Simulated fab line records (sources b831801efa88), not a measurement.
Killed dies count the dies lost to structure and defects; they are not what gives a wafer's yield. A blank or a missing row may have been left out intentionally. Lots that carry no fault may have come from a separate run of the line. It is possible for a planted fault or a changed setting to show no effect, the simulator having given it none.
Which of the tools did it? || flow sky130 || Sampling: 13 lots, 39 wafers, 3 of 708 route steps

== WHAT THE GAUGES READ, wafer by wafer ==
SKY_VT_ADJUST_LVTN_OVL_MEAS_18. Usual: VT_ADJUST_LVTN_01_OVL gives 0.6 nm (standard deviation 1.3).
{"lot": "L427", "measured": "day 7 20:57", "on": "overlay-01", "VT_ADJUST_LVTN_01_OVL (nm)": "3.0 3.3 2.0", "flag": ""}
{"lot": "L428", "measured": "day 8 03:19", "on": "overlay-02", "VT_ADJUST_LVTN_01_OVL (nm)": "1.6 1.7 1.6", "flag": ""}
{"lot": "L430", "measured": "day 8 19:52", "on": "overlay-01", "VT_ADJUST_LVTN_01_OVL (nm)": "0.5 1.2 -0.9", "flag": ""}
{"lot": "L432", "measured": "day 9 12:45", "on": "overlay-01", "VT_ADJUST_LVTN_01_OVL (nm)": "1.3 1.0 1.7", "flag": ""}
{"lot": "L434", "measured": "day 9 22:39", "on": "overlay-01", "VT_ADJUST_LVTN_01_OVL (nm)": "-0.5 -0.8 -0.4", "flag": ""}
{"lot": "L441", "measured": "day 12 03:56", "on": "overlay-02", "VT_ADJUST_LVTN_01_OVL (nm)": "0.3 1.2 1.0", "flag": ""}
{"lot": "L442", "measured": "day 12 16:26", "on": "overlay-02", "VT_ADJUST_LVTN_01_OVL (nm)": "1.6 2.7 1.6", "flag": ""}
{"lot": "L443", "measured": "day 13 00:08", "on": "overlay-02", "VT_ADJUST_LVTN_01_OVL (nm)": "-0.9 0.5 -1.7", "flag": ""}
{"lot": "L444", "measured": "day 13 07:19", "on": "overlay-02", "VT_ADJUST_LVTN_01_OVL (nm)": "2.3 2.0 0.3", "flag": ""}
{"lot": "L445", "measured": "day 13 09:41", "on": "overlay-01", "VT_ADJUST_LVTN_01_OVL (nm)": "0.8 0.2 0.7", "flag": ""}
{"lot": "L446", "measured": "day 13 19:54", "on": "overlay-01", "VT_ADJUST_LVTN_01_OVL (nm)": "1.2 0.9 2.2", "flag": ""}
{"lot": "L447", "measured": "day 14 04:06", "on": "overlay-01", "VT_ADJUST_LVTN_01_OVL (nm)": "1.4 -0.3 -0.4", "flag": ""}
{"lot": "L449", "measured": "day 14 15:00", "on": "overlay-01", "VT_ADJUST_LVTN_01_OVL (nm)": "-1.0 1.1 -0.5", "flag": ""}

SKY_VT_ADJUST_HVTR_CD_MEAS_07: the cd target is 380 nm. Usual: cdNm at 380.5 nm, with a standard deviation of 2.4.
{"lot": "L427", "measured": "day 9 17:22", "on": "cdSem-01", "cdNm (nm)": "378.6 378.3 379.6", "flag": ""}
{"lot": "L428", "measured": "day 10 00:30", "on": "cdSem-02", "cdNm (nm)": "381.2 380.0 377.3", "flag": ""}
{"lot": "L430", "measured": "day 10 18:16", "on": "cdSem-01", "cdNm (nm)": "385.0 384.3 385.5", "flag": ""}
{"lot": "L432", "measured": "day 11 13:53", "on": "cdSem-01", "cdNm (nm)": "378.4 376.5 376.9", "flag": ""}
{"lot": "L434", "measured": "day 12 00:57", "on": "cdSem-02", "cdNm (nm)": "378.2 379.0 379.4", "flag": ""}
{"lot": "L441", "measured": "day 14 08:18", "on": "cdSem-02", "cdNm (nm)": "379.2 378.1 379.7", "flag": ""}
{"lot": "L442", "measured": "day 14 19:29", "on": "cdSem-02", "cdNm (nm)": "377.9 380.0 381.5", "flag": ""}
{"lot": "L443", "measured": "day 15 05:20", "on": "cdSem-02", "cdNm (nm)": "380.1 378.4 381.0", "flag": ""}
{"lot": "L444", "measured": "day 15 13:31", "on": "cdSem-01", "cdNm (nm)": "384.0 381.2 381.7", "flag": ""}
{"lot": "L445", "measured": "day 15 16:11", "on": "cdSem-02", "cdNm (nm)": "384.5 383.7 384.5", "flag": ""}
{"lot": "L446", "measured": "day 16 04:39", "on": "cdSem-02", "cdNm (nm)": "384.8 382.2 381.5", "flag": ""}
{"lot": "L447", "measured": "day 16 13:58", "on": "cdSem-01", "cdNm (nm)": "377.6 377.1 379.3", "flag": ""}
{"lot": "L449", "measured": "day 17 02:02", "on": "cdSem-02", "cdNm (nm)": "382.1 380.4 382.3", "flag": ""}

SKY_VT_ADJUST_HVTR_OVL_MEAS_08. Usual: VT_ADJUST_HVTR_OVL gives 0.7 nm (standard deviation 1.2).
{"lot": "L427", "measured": "day 9 17:29", "on": "overlay-02", "VT_ADJUST_HVTR_OVL (nm)": "-1.4 0.7 -0.2", "flag": ""}
{"lot": "L428", "measured": "day 10 00:35", "on": "overlay-01", "VT_ADJUST_HVTR_OVL (nm)": "0.7 -1.6 -1.0", "flag": ""}
{"lot": "L430", "measured": "day 10 18:20", "on": "overlay-01", "VT_ADJUST_HVTR_OVL (nm)": "1.8 0.9 0.8", "flag": ""}
{"lot": "L432", "measured": "day 11 14:01", "on": "overlay-01", "VT_ADJUST_HVTR_OVL (nm)": "-1.6 -0.2 1.1", "flag": ""}
{"lot": "L434", "measured": "day 12 01:04", "on": "overlay-02", "VT_ADJUST_HVTR_OVL (nm)": "0.6 -0.2 -1.6", "flag": ""}
{"lot": "L441", "measured": "day 14 08:25", "on": "overlay-01", "VT_ADJUST_HVTR_OVL (nm)": "1.6 3.0 2.2", "flag": ""}
{"lot": "L442", "measured": "day 14 19:37", "on": "overlay-02", "VT_ADJUST_HVTR_OVL (nm)": "1.8 -0.5 0.4", "flag": ""}
{"lot": "L443", "measured": "day 15 05:28", "on": "overlay-02", "VT_ADJUST_HVTR_OVL (nm)": "-1.3 1.0 0.2", "flag": ""}
{"lot": "L444", "measured": "day 15 13:37", "on": "overlay-01", "VT_ADJUST_HVTR_OVL (nm)": "0.4 -0.3 1.0", "flag": ""}
{"lot": "L445", "measured": "day 15 16:19", "on": "overlay-02", "VT_ADJUST_HVTR_OVL (nm)": "0.7 1.7 0.7", "flag": ""}
{"lot": "L446", "measured": "day 16 04:46", "on": "overlay-02", "VT_ADJUST_HVTR_OVL (nm)": "0.7 -0.3 -0.1", "flag": ""}
{"lot": "L447", "measured": "day 16 14:04", "on": "overlay-01", "VT_ADJUST_HVTR_OVL (nm)": "1.2 2.7 0.7", "flag": ""}
{"lot": "L449", "measured": "day 17 02:10", "on": "overlay-01", "VT_ADJUST_HVTR_OVL (nm)": "1.2 1.8 3.5", "flag": ""}

== WHICH TOOL RAN EACH LOT (tool, then ch and the chambers of the sampled wafers, then the start) ==
Record: no process step prior to these readings.

== AS READ BY THE TOOLS THEMSELVES (means over the sampled wafers that have a number; for cases with no such wafer, the mark the record gives instead) ==
The record holds no such reading with a usual standard deviation.

== THE ANSWER, worked out from the rows above alone ==
Rule: lot off if the mean of its wafers having a number is beyond 3 standard deviations from the usual mean. Also off: a lot with no number at a reading for which 4 or more lots have one. All remaining lots with rows at the step are treated as sound. After the gauges, taken in route order, come the tools' own readings; for these a lot's mean is taken, as printed above. The first step at which some lot is off is used, and at that step the reading that is off furthest; a lot without a number counts as furthest.
No lot is off on any of the readings shown, so nothing can be concluded from this.

== WHAT WAS PUT IN BY THE SIMULATOR ==
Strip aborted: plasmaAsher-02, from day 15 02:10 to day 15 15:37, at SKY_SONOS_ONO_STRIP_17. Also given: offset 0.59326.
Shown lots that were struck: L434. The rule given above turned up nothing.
